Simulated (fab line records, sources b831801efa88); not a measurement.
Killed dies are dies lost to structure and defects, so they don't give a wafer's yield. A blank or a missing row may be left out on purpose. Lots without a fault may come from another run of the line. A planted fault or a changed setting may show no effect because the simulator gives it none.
fab line records | flow sky130
record lots=6 wafers=18 last_day=50
route steps=708 shown VIA2@509 PAD_OPEN@708
lots that met no fault: from a run of the same line without faults
start_h: hours from the record's first day to the start of the lot's first wafer shown | wait_h: hours since the lot's step before | " the same as in the row above | L1.1+2: a row that stands for several wafers | - no value, or no start given | * or withheld: withheld | < > ~ a bound
route shown NAME@n: a module of which the file shows steps, and the number in the route of the first | usual: mean/standard deviation of fault-free wafers | same: alike in all rows | chamber/n: place in a boat | sites: the reading at each site | _std_site: their standard deviation | _edge_site: outer sites' mean less inner sites' | radius_mm: how far each site lies from the wafer's centre | mask NAME#n: copy n | behind: the tool/chamber that last shaped the wafer | hold: why the lot was held/for how many hours/how that ended | device: the transistor (n, p or np) that didn't switch | end of line: the same wafers' tests at the end of the route | a step without rows: its recipe alone | killed: dies lost to structure and defects at the first sort, not the wafer's yield | map: a wafer's dies, x killed, . not, _ none there
set.NAME: the setting as run; set.NAME@STEP: as run at that earlier step | model.NAME: the simulator's own value behind a step, which no gauge read
lots at some steps of the route; a table a step, a row a wafer
services: from which hour (start_h, from the record's first day; less than 0 if before it) a tool's chamber was out of use, for how many hours, and why
## steps
# step SKY_VIA2_CMP_02
# recipe material=SiO2 down_force_psi=4 platen_rpm=60 pad_velocity_m_s=0.94248
# usual motor_current_A=11.3/0.8
# columns lot.wafer tool chamber start_h wait_h motor_current_A
L707.3 cmp-02 3 844.17 0.1 9.8
L707.2 " 0 " " 11.2
L707.4 " 1 " " 11.0
L716.3 cmp-02 0 915.57 0.4 10.6
L716.1 " 2 " " 10.6
L716.5 " 0 " " 10.2
L718.4 cmp-02 1 923.69 0.2 11.7
L718.6 " 2 " " 11.2
L718.5 " 3 " " 9.5
L720.4 cmp-01 3 944.39 0.1 12.1
L720.2 " 0 " " 10.8
L720.1 " 1 " " 11.9
L724.3 cmp-01 3 967.37 0.0 12.3
L724.4 " 2 " " 11.8
L724.6 " 0 " " 11.6
L726.2 cmp-02 3 979.14 0.1 10.9
L726.1 " 0 " " 10.5
L726.5 " 1 " " 11.9
# step SKY_VIA2_BOW_MEAS_03
# recipe mode=bow
# usual VIA2_BOW=86/7.4
# columns lot.wafer tool chamber start_h wait_h VIA2_BOW[um]
L707.2 film_metro-01 - 844.44 0.2 100
L707.3 " - " " 95
L707.4 " - " " 95
L716.1 film_metro-04 - 915.87 0.1 77
L716.3 " - " " 89
L716.5 " - " " 97
L718.4 film_metro-02 - 923.90 0.2 85
L718.5 " - " " 90
L718.6 " - " " 75
L720.1 film_metro-04 - 944.64 0.1 84
L720.2 " - " " 72
L720.4 " - " " 79
L724.3 film_metro-02 - 967.71 0.3 75
L724.4 " - " " 88
L724.6 " - " " 87
L726.1 film_metro-01 - 979.34 0.1 88
L726.2 " - " " 87
L726.5 " - " " 92
# step SKY_VIA2_DEHYDRATE_04
# recipe temp_c=200 time_s=60
# step SKY_VIA2_HMDS_05
# recipe prime_time_s=60 prime_temp_c=120
# step SKY_VIA2_COAT_06
# recipe resist=BARC temp_c=withheld time_s=withheld spin_rpm=3000 resist_thk_nm=60
# step SKY_VIA2_COAT_07
# recipe resist=KrF-thick spin_rpm=3000 resist_thk_nm=450
# step SKY_VIA2_SOFTBAKE_08
# recipe temp_c=100 time_s=90 resist=KrF-thick
# step SKY_VIA2_EXPOSE_09
# recipe mask_id=VIM2 na=0.8 source_shape=annular sigma_inner=0.55 sigma_outer=0.85 target_cd_nm=200 dose_mj=38
# step SKY_VIA2_PEB_10
# recipe peb_temp_c=withheld peb_time_s=withheld resist=KrF-thick
# step SKY_VIA2_DEVELOP_11
# recipe develop_time_s=60 resist=KrF-thick dev_temp_c=21
# step SKY_VIA2_CD_MEAS_12
# recipe target_cd_nm=200
# usual cd_nm=200.0/1.3
# columns lot.wafer tool chamber start_h wait_h cd_nm
L707.2 cd_sem-02 - 870.31 - 200.7
L707.3 " - " " 200.3
L707.4 " - " " 202.6
L716.1 cd_sem-01 - 940.97 - 198.6
L716.3 " - " " 198.9
L716.5 " - " " 198.4
L718.4 cd_sem-01 - 948.53 - 199.8
L718.5 " - " " 199.9
L718.6 " - " " 200.0
L720.1 cd_sem-01 - 968.39 - 202.5
L720.2 " - " " 201.8
L720.4 " - " " 201.4
L724.3 cd_sem-02 - 991.13 - 200.8
L724.4 " - " " 199.6
L724.6 " - " " 201.1
L726.1 cd_sem-02 - 1002.69 - 199.7
L726.2 " - " " 199.9
L726.5 " - " " 199.9
# step SKY_VIA2_OVL_MEAS_13
# usual VIA2_OVL=1/5.4
# columns lot.wafer tool chamber start_h wait_h VIA2_OVL[nm]
L707.2 overlay-01 - 870.41 0.1 -6
L707.3 " - " " -9
L707.4 " - " " -5
L716.1 overlay-02 - 941.09 0.1 -1
L716.3 " - " " 1
L716.5 " - " " -4
L718.4 overlay-01 - 948.61 0.1 -2
L718.5 " - " " 5
L718.6 " - " " -3
L720.1 overlay-01 - 968.51 0.1 5
L720.2 " - " " -3
L720.4 " - " " 2
L724.3 overlay-02 - 991.22 0.1 0
L724.4 " - " " 4
L724.6 " - " " 5
L726.1 overlay-02 - 1002.81 0.1 -5
L726.2 " - " " -8
L726.5 " - " " -3
# step SKY_VIA2_ETCH_14
# recipe chemistry=N2/H2 target=BARC ion_energy_ev=200 source_w=500 bias_w=100 pressure_mtorr=30 n2_flow_sccm=100 h2_flow_sccm=200 stop_on=SiO2 time_s=45.9 target_depth_a=600
# usual drypump_motor_current_A=5.9/0.36 oes_product_au=0.854/0.0049 rf_fwd_power_W=495.1/1.9 throttle_valve_pct=13.224/0.0093
# same time_s=45.9
# columns lot.wafer tool chamber start_h wait_h drypump_motor_current_A oes_product_au rf_fwd_power_W rf_hours_counter_h throttle_valve_pct model.KrF-thick_of_VIA2_COAT_07.thk_nm model.VIA2.cd_nm
L707.2 rie_diel-02 1 870.44 0.0 5.4 0.851 497.5 16 13.233 392.2 201.6
L707.3 " 2 " " 5.8 0.852 494.5 15 13.225 391.4 200.3
L707.4 " 2 " " 5.8 0.864 497.2 - 13.216 391.1 202.5
L716.1 rie_diel-02 3 941.13 0.0 5.6 0.852 499.6 2 13.235 392.4 197.6
L716.3 " 2 " " 5.8 0.865 494.3 18 13.204 392.7 198.2
L716.5 " 2 " " 5.8 0.849 496.8 - 13.226 392.7 197.6
L718.4 rie_diel-02 2 948.63 0.0 5.8 0.863 493.4 18 13.230 391.5 198.8
L718.5 " 3 " " 5.6 0.859 496.9 - 13.221 391.7 198.9
L718.6 " 0 " " 6.5 0.854 696.2 - 13.212 377.3 203.9
L720.1 rie_diel-02 2 968.55 0.0 5.8 0.848 493.5 18 13.208 390 202.3
L720.2 " 0 " " 6.5 0.865 699.0 3 13.225 374.6 205.2
L720.4 " 3 " " 5.6 0.860 498.3 3 13.232 389.8 199.8
L724.3 rie_diel-04 1 991.25 0.0 5.9 0.847 493.9 29 13.227 390 200.5
L724.4 " 3 " " 5.1 0.853 496.3 6 13.230 390.4 -
L724.6 " 0 " " 5.9 0.850 493.8 - 13.212 389.3 201.2
L726.1 rie_diel-03 1 1002.85 0.0 6.0 0.853 495.5 17 13.213 392.9 200.9
L726.2 " 0 " " 6.2 0.851 494.4 9 13.228 392.7 200
L726.5 " 2 " " 6.0 0.861 495.1 - 13.220 391.9 200.3
# step SKY_VIA2_ETCH_15
# recipe target=SiO2 chemistry=C4F8/O2/Ar target_depth_nm=546 stop_on=TiN mask_material=KrF-thick source_w=1500 bias_w=1200 pressure_mtorr=40 c4f8_flow_sccm=withheld O2_flow_sccm=6 Ar_flow_sccm=300 time_s=84
# usual oes_product_au=0.939/0.0044 rf_fwd_power_W=1490/5.4
# same time_s=84
# columns lot.wafer tool chamber start_h wait_h oes_product_au rf_fwd_power_W rf_hours_counter_h model.KrF-thick_of_VIA2_COAT_07.thk_nm
L707.2 rie_diel-02 1 870.49 0.0 0.941 1487 16 283
L707.3 " 2 " " 0.936 1491 15 280.8
L707.4 " 2 " " 0.928 1493 - 280.5
L716.1 rie_diel-02 3 941.17 0.0 0.941 1500 2 282.3
L716.3 " 2 " " 0.944 1477 18 281.3
L716.5 " 2 " " 0.938 1485 - 282.1
L718.4 rie_diel-02 2 948.67 0.0 0.935 1500 18 280.9
L718.5 " 3 " " 0.936 1495 - 281.1
L718.6 " 0 " " 0.937 1492 - 266.2
L720.1 rie_diel-02 2 968.59 0.0 0.934 1483 18 280.1
L720.2 " 0 " " 0.945 1484 3 265.1
L720.4 " 3 " " 0.939 1488 3 281.1
L724.3 rie_diel-04 1 991.29 0.0 0.941 1495 29 281.1
L724.4 " 3 " " 0.926 1496 6 279.4
L724.6 " 0 " " 0.945 1491 - 280.5
L726.1 rie_diel-03 1 1002.89 0.0 0.937 1492 17 287.4
L726.2 " 0 " " 0.940 1481 9 285.6
L726.5 " 2 " " 0.940 1478 - 284.3
# step SKY_VIA2_STRIP_16
# recipe chemistry=O2/N2 power_w=1400 pressure_mtorr=1500 platen_temp_c=withheld o2_flow_sccm=3000 n2_flow_sccm=300 overash_fraction=0.5
# usual drypump_motor_current_A=5.68/0.22 oes_product_au=0.398/0.0046 strip_time_to_endpoint_s=4.052/0.029
# columns lot.wafer tool chamber start_h wait_h drypump_motor_current_A oes_product_au rf_hours_counter_h strip_time_to_endpoint_s
L707.2 plasma_asher-04 0 870.55 0.0 5.68 0.394 73 4.048
L707.3 " 1 " " 5.83 0.403 - 4.012
L707.4 " 0 " " 5.67 0.394 - 4.012
L716.1 plasma_asher-04 0 941.23 0.0 5.70 0.403 80 4.042
L716.3 " 0 " " 5.69 0.403 - 4.035
L716.5 " 1 " " 5.86 0.399 - 4.045
L718.4 plasma_asher-01 0 948.77 0.1 5.42 0.400 - 4.021
L718.5 " 1 " " 6.02 0.402 - 4.020
L718.6 " 0 " " 5.44 0.383 - 3.877
L720.1 plasma_asher-01 0 968.65 0.0 5.42 0.395 54 4.010
L720.2 " 1 " " 6.00 0.390 54 3.847
L720.4 " 0 " " 5.41 0.390 - 4.028
L724.3 plasma_asher-01 0 991.38 0.1 5.43 0.402 - 4.043
L724.4 " 1 " " 5.99 0.395 - 4.010
L724.6 " 1 " " 6.02 0.399 - 4.023
L726.1 plasma_asher-04 0 1002.95 0.0 5.71 0.396 86 4.087
L726.2 " 1 " " 5.84 0.404 86 4.068
L726.5 " 0 " " 5.70 0.401 - 4.061
# step SKY_VIA2_STRIP_17
# recipe chemistry=post_etch_residue_remover time_s=1200 temp_c=72.5
# step SKY_PAD_OPEN_PROBE_99
# usual defect_limited_yield=82.3/2 killed_at_M0_to_M3=44/7 killed_at_M4_up=3.1/1.8 killed_at_contacts=25/5.1 killed_at_front_end=15/4.3 killed_at_other=0.3/0.61 killed_dies=87/9.8 killed_on_rim=17/3.9 killed_open=48/7 killed_short=38/6.3 sort_bin_3_pad_short=0.9/0.39 sort_bin_5_function=10.3/1.5 sort_bin_6_memory=6.5/1.2 sort_n_pass=405/9.8 sort_yield_pct=82.3/2
# same gross_dies=492 killed_at_back_side=0 sort_bin_4_leakage[%]=0 sort_bin_8_speed[%]=0
# columns lot.wafer tool chamber start_h wait_h defect_limited_yield[%] killed_at_M0_to_M3 killed_at_M4_up killed_at_contacts killed_at_front_end killed_at_other killed_dies killed_on_rim killed_open killed_short sort_bin_3_pad_short[%] sort_bin_5_function[%] sort_bin_6_memory[%] sort_n_pass sort_yield_pct[%]
L707.2 prober-01 - 1093.44 0.1 80.1 43 3 24 27 1 98 13 63 35 1.2 12.0 6.7 394 80.1
L707.3 prober-01 - 1093.49 0.2 83.5 45 0 26 10 0 81 15 47 34 0.6 10.0 5.9 411 83.5
L707.4 prober-01 - 1093.54 0.2 80.9 38 3 25 28 0 94 16 46 48 0.8 9.1 9.1 398 80.9
L716.1 prober-02 - 1149.26 0.1 81.5 42 1 34 14 0 91 14 49 42 1.6 10.8 6.1 401 81.5
L716.3 prober-02 - 1149.36 0.2 80.7 57 5 19 14 0 95 17 45 50 0.8 12.0 6.5 397 80.7
L716.5 prober-02 - 1149.46 0.2 79.7 52 1 34 12 1 100 23 55 45 0.8 13.4 6.1 392 79.7
L718.4 prober-02 - 1154.69 0.2 82.5 40 7 25 13 1 86 16 48 37 0.8 10.2 6.5 406 82.5
L718.5 prober-02 - 1154.74 0.2 78.9 56 1 25 22 0 104 18 59 44 0.8 12.6 7.7 388 78.9
L718.6 prober-02 - 1154.79 0.2 84.6 37 0 28 11 0 76 9 43 33 0.8 8.7 5.9 416 84.6
L720.1 prober-02 - 1168.44 0.1 81.5 40 1 25 24 1 91 20 51 40 0.8 11.2 6.5 401 81.5
L720.2 prober-02 - 1168.49 0.1 80.9 34 1 36 23 0 94 19 59 35 0.8 11.2 7.1 398 80.9
L720.4 prober-02 - 1168.59 0.2 81.1 46 3 24 20 0 93 18 60 33 0.4 12.6 5.9 399 81.1
L724.3 prober-02 - 1186.10 0.2 81.5 45 4 27 14 1 91 27 61 30 0.8 11.2 6.5 401 81.5
L724.4 prober-02 - 1186.15 0.2 83.5 41 3 24 13 0 81 15 42 39 0.8 9.8 5.9 411 83.5
L724.6 prober-02 - 1186.25 0.2 84.6 39 1 22 14 0 76 11 39 37 0.4 10.0 5.1 416 84.6
L726.1 prober-02 - 1193.69 0.1 81.9 45 1 33 9 1 89 16 49 40 0.6 11.0 6.5 403 81.9
L726.2 prober-02 - 1193.74 0.1 83.3 38 1 27 15 1 82 25 55 26 0.8 10.2 5.7 410 83.3
L726.5 prober-02 - 1193.89 0.2 83.7 44 1 25 9 1 80 14 51 29 0.2 11.8 4.3 412 83.7
# killed by level:class
L707.2 VIA3:geometric_particle:open=10 CONTACT:geometric_particle:open=9 POLY_GATE:geometric_particle:open=9 VIA1:geometric_particle:open=9 FIELD_ISO:geometric_particle:short=6 VIA2:geometric_particle:open=6 LI_CONTACT:geometric_particle:open=6 FIELD_ISO:geometric_particle:open=5
L707.3 VIA1:geometric_particle:open=11 CONTACT:geometric_particle:open=8 METAL3:geometric_particle:short=7 LI_CONTACT:geometric_particle:open=5 CONTACT:geometric_particle:short=5 VIA1:geometric_particle:short=5 VIA2:geometric_particle:open=5 VIA3:geometric_particle:open=5
L707.4 POLY_GATE:geometric_particle:short=10 CONTACT:geometric_particle:open=9 LI_CONTACT:geometric_particle:open=7 VIA1:geometric_particle:open=7 VIA2:geometric_particle:open=7 VIA3:geometric_particle:short=6 CONTACT:geometric_particle:short=5 FIELD_ISO:geometric_particle:open=4
L716.1 CONTACT:geometric_particle:open=11 VIA1:geometric_particle:open=11 LI_CONTACT:geometric_particle:open=9 CONTACT:geometric_particle:short=7 VIA1:geometric_particle:short=7 METAL1:geometric_particle:short=6 FIELD_ISO:geometric_particle:short=4 POLY_GATE:geometric_particle:short=4
L716.3 VIA1:geometric_particle:open=14 VIA1:geometric_particle:short=9 METAL2:geometric_particle:short=8 LI_CONTACT:geometric_particle:open=6 VIA2:geometric_particle:short=6 LOCAL_INTERCONNECT:geometric_particle:short=5 CONTACT:geometric_particle:open=5 VIA2:geometric_particle:open=5
L716.5 CONTACT:geometric_particle:open=14 VIA1:geometric_particle:open=14 CONTACT:geometric_particle:short=8 LI_CONTACT:geometric_particle:open=7 VIA3:geometric_particle:short=5 METAL1:geometric_particle:short=5 VIA1:geometric_particle:short=5 VIA3:geometric_particle:open=5
L718.4 CONTACT:geometric_particle:open=12 VIA1:geometric_particle:open=8 LI_CONTACT:geometric_particle:open=7 VIA2:geometric_particle:open=6 FIELD_ISO:geometric_particle:open=4 LOCAL_INTERCONNECT:geometric_particle:short=4 METAL3:geometric_particle:short=4 METAL1:geometric_particle:short=4
L718.5 VIA1:geometric_particle:open=14 FIELD_ISO:geometric_particle:open=8 LI_CONTACT:geometric_particle:open=8 CONTACT:geometric_particle:open=7 VIA1:geometric_particle:short=7 VIA3:geometric_particle:open=7 METAL1:geometric_particle:short=6 CONTACT:geometric_particle:short=5
L718.6 CONTACT:geometric_particle:open=12 LI_CONTACT:geometric_particle:open=9 VIA2:geometric_particle:open=7 METAL2:geometric_particle:short=6 METAL1:geometric_particle:short=6 VIA1:geometric_particle:open=6 LOCAL_INTERCONNECT:geometric_particle:short=5 FIELD_ISO:geometric_particle:open=3
L720.1 VIA1:geometric_particle:open=10 CONTACT:geometric_particle:open=10 FIELD_ISO:geometric_particle:open=8 FIELD_ISO:geometric_particle:short=8 LI_CONTACT:geometric_particle:open=7 POLY_GATE:geometric_particle:short=5 VIA2:geometric_particle:short=5 METAL1:geometric_particle:short=5
L720.2 CONTACT:geometric_particle:open=13 LI_CONTACT:geometric_particle:open=10 VIA1:geometric_particle:open=8 POLY_GATE:geometric_particle:open=6 CONTACT:geometric_particle:short=6 VIA2:geometric_particle:open=6 POLY_GATE:geometric_particle:short=5 VIA3:geometric_particle:short=5
L720.4 CONTACT:geometric_particle:open=11 VIA1:geometric_particle:open=11 VIA2:geometric_particle:open=9 LI_CONTACT:geometric_particle:open=6 VIA3:geometric_particle:open=5 FIELD_ISO:geometric_particle:open=4 SPACER:geometric_particle:short=4 VIA1:geometric_particle:short=4
L724.3 CONTACT:geometric_particle:open=10 VIA2:geometric_particle:open=10 VIA3:geometric_particle:open=9 LI_CONTACT:geometric_particle:open=8 VIA1:geometric_particle:open=7 METAL2:geometric_particle:short=6 POLY_GATE:geometric_particle:open=4 LOCAL_INTERCONNECT:geometric_particle:short=4
L724.4 CONTACT:geometric_particle:open=12 VIA1:geometric_particle:open=10 METAL2:geometric_particle:short=9 METAL1:geometric_particle:short=6 CONTACT:geometric_particle:short=5 FIELD_ISO:geometric_particle:short=4 POLY_GATE:geometric_particle:open=4 LI_CONTACT:geometric_particle:open=4
L724.6 VIA1:geometric_particle:open=8 CONTACT:geometric_particle:open=7 METAL2:geometric_particle:short=7 POLY_GATE:geometric_particle:short=6 LI_CONTACT:geometric_particle:open=6 VIA3:geometric_particle:open=6 METAL1:geometric_particle:short=5 CONTACT:geometric_particle:short=5
L726.1 VIA1:geometric_particle:open=11 CONTACT:geometric_particle:open=10 LI_CONTACT:geometric_particle:open=8 VIA3:geometric_particle:open=7 LOCAL_INTERCONNECT:geometric_particle:short=6 CONTACT:geometric_particle:short=6 METAL3:geometric_particle:short=5 METAL1:geometric_particle:short=3
L726.2 CONTACT:geometric_particle:open=18 VIA1:geometric_particle:open=8 VIA3:geometric_particle:open=7 FIELD_ISO:geometric_particle:open=6 LI_CONTACT:geometric_particle:open=6 METAL2:geometric_particle:short=5 METAL3:geometric_particle:short=4 METAL1:geometric_particle:short=4
L726.5 VIA1:geometric_particle:open=17 CONTACT:geometric_particle:open=10 LI_CONTACT:geometric_particle:open=6 METAL1:geometric_particle:short=6 VIA2:geometric_particle:open=5 METAL2:geometric_particle:short=5 LOCAL_INTERCONNECT:geometric_particle:open=4 VIA1:geometric_particle:short=4
## services
# columns tool chamber start_h hours kind
rie_diel-02 0 853.73 - clean
rie_diel-02 0 853.73 15.1 scheduled_down
rie_diel-02 0 853.73 15.1 vent_cycle
cmp-02 - 868.17 3.4 repair
rie_diel-02 3 868.87 - clean
rie_diel-02 3 868.87 18.1 scheduled_down
rie_diel-02 3 868.87 18.1 vent_cycle
rie_diel-04 2 876.31 1.4 repair
cmp-02 - 891.51 14.8 pm
rie_diel-02 2 896.12 3.5 repair
rie_diel-03 3 901.63 19.9 repair
cmp-01 - 912.00 4.0 pm
cmp-01 - 916.00 - consumable_replace:conditioner
cmp-01 - 916.00 - consumable_replace:pad
rie_diel-04 - 916.41 2.0 repair
## key
first_sign step=SKY_VIA2_ETCH_14 reading=rf_fwd_power_W direction=up sigmas=99+ usual=495.1 struck=697.6
effect step=SKY_VIA2_STRIP_16 reading=strip_time_to_endpoint_s direction=down sigmas=6.6 usual=* struck=*
model_effect step=SKY_VIA2_ETCH_14 value=KrF-thick_of_VIA2_COAT_07.thk_nm without=391.3 struck=375.9
model_effect step=SKY_VIA2_ETCH_15 value=KrF-thick_of_VIA2_COAT_07.thk_nm without=281 struck=265.6
met_at SKY_VIA2_ETCH_14
struck_wafers L718.6,L720.2
fault kind=process_parameter_drift tool=rie_diel-02 chamber=0 onset_h=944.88 steps=SKY_VIA2_ETCH_14 channel=source_w offset=200 shape=step end_h=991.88 acts_in=these_recipes_only stated=500
